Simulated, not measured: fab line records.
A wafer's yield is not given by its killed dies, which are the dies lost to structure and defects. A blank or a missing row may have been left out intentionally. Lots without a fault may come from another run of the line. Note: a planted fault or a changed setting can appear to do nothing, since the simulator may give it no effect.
Code-filled problem report in 8D (eight disciplines) form ; flow gf180mcu ; the parts of the form that need people (team, actions taken, sign-off) are left out

1. THE ISSUE
Wafers without a fault read 5.001 Pa, standard deviation 0.0089; chamber_pressure_pa at GF_V5_SPUTTER_21 reads a mean of 5.377 Pa on 2 wafers belonging to 2 lots. Relative to the usual mean, that is a shift of +42 standard deviations.
The step: material Ti, target thk 15 nm, time 80.02 s.
First observed at day 31 14:46: wafer L212.6, on pvd_sputter-01. The record holds 18 wafers of 6 lots with a number at this step. Rule for "out" (also "out of limits"): further than 4 standard deviations from the usual mean. The rest of the wafers with a number are treated as sound.

2. WHAT IT IS, WHAT IT ISN'T
question;is;is not
which readings at this step;chamber_pressure_pa;throttle_valve_pct
which lots;L212, L213;L202, L204, L206, L211
which wafers of those lots;L212.6, L213.6;L212.1, L212.3, L213.3, L213.5
read on which tools;pvd_sputter-01;pvd_sputter-03
when;from day 31 14:46;"up to then (14 sound wafers); but 2 sound wafers of L213 came after"

3. THE SUSPECTS, EACH WITH WHAT RULES IT OUT
Counting: any tool at a process step up to the reading remains a suspect provided it ran every lot that is out. Sound lots after the first of them don't rule it out here, since some wafers of a struck lot are sound.
- rie_diel-04 at GF_V5_ETCH_16 (etches BARC in N2/H2): kept. It ran every lot that is out, first L212 (day 31 14:03).
- rie_diel-04 at GF_V5_ETCH_17 (etches SiO2 in C4F8/O2/Ar, stops on TiN, target depth 855 nm): kept. It ran every lot that is out, first L212 (day 31 14:12). GF_V5_ETCH_17 gives no start for some lots, so the hours and the order of its lots are those of GF_V5_STRIP_18.
- plasma_asher-03 at GF_V5_STRIP_18 (strips in O2/N2): kept. It ran every lot that is out, first L212 (day 31 14:12); its last sound lot up to then is L211 (day 31 12:01).
- pvd_sputter-01 at GF_V5_SPUTTER_21 (material Ti, target thk 15 nm, time 80.02 s): kept. It ran every lot that is out, first L212 (day 31 14:46); its last sound lot up to then is L211 (day 31 12:33). Out on those wafers are its own readings of chamber_pressure_pa.
- The sound lot-mates ran in chamber 0 of plasma_asher-03 at GF_V5_STRIP_18, but the wafers that are out ran in chamber 1.
Left after counting: rie_diel-04 at GF_V5_ETCH_16, rie_diel-04 at GF_V5_ETCH_17, plasma_asher-03 at GF_V5_STRIP_18, pvd_sputter-01 at GF_V5_SPUTTER_21.

4. THE CAUSE (what the simulator had put in)
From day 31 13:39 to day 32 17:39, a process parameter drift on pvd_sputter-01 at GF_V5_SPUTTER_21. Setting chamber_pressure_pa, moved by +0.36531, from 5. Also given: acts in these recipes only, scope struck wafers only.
Counting leaves 4 suspects; this tool is one of them.

5. THE EFFECT CHAIN, in route order
Each row: a reading whose mean over the struck wafers that have a number lies more than 3 standard deviations from the usual. Only readings for which the record gives a usual standard deviation are gone through. hours: the time from each lot's start at the first step in this table that gives one to its start at this step, as a median over the lots. sigmas: the change in usual standard deviations.
hours;step;reading;usual;on struck wafers;change;sigmas
0;GF_V5_SPUTTER_21;chamber_pressure_pa;5.001 Pa;5.377;+0.375;+42
Here are the process steps it includes:
- GF_V5_SPUTTER_21: material Ti, target thk 15 nm, time 80.02 s.

6. HOW IT WOULD HAVE BEEN CAUGHT EARLIER
In this record the first reading out of limits was taken at day 31 14:46, 1 hour after the fault began at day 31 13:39.
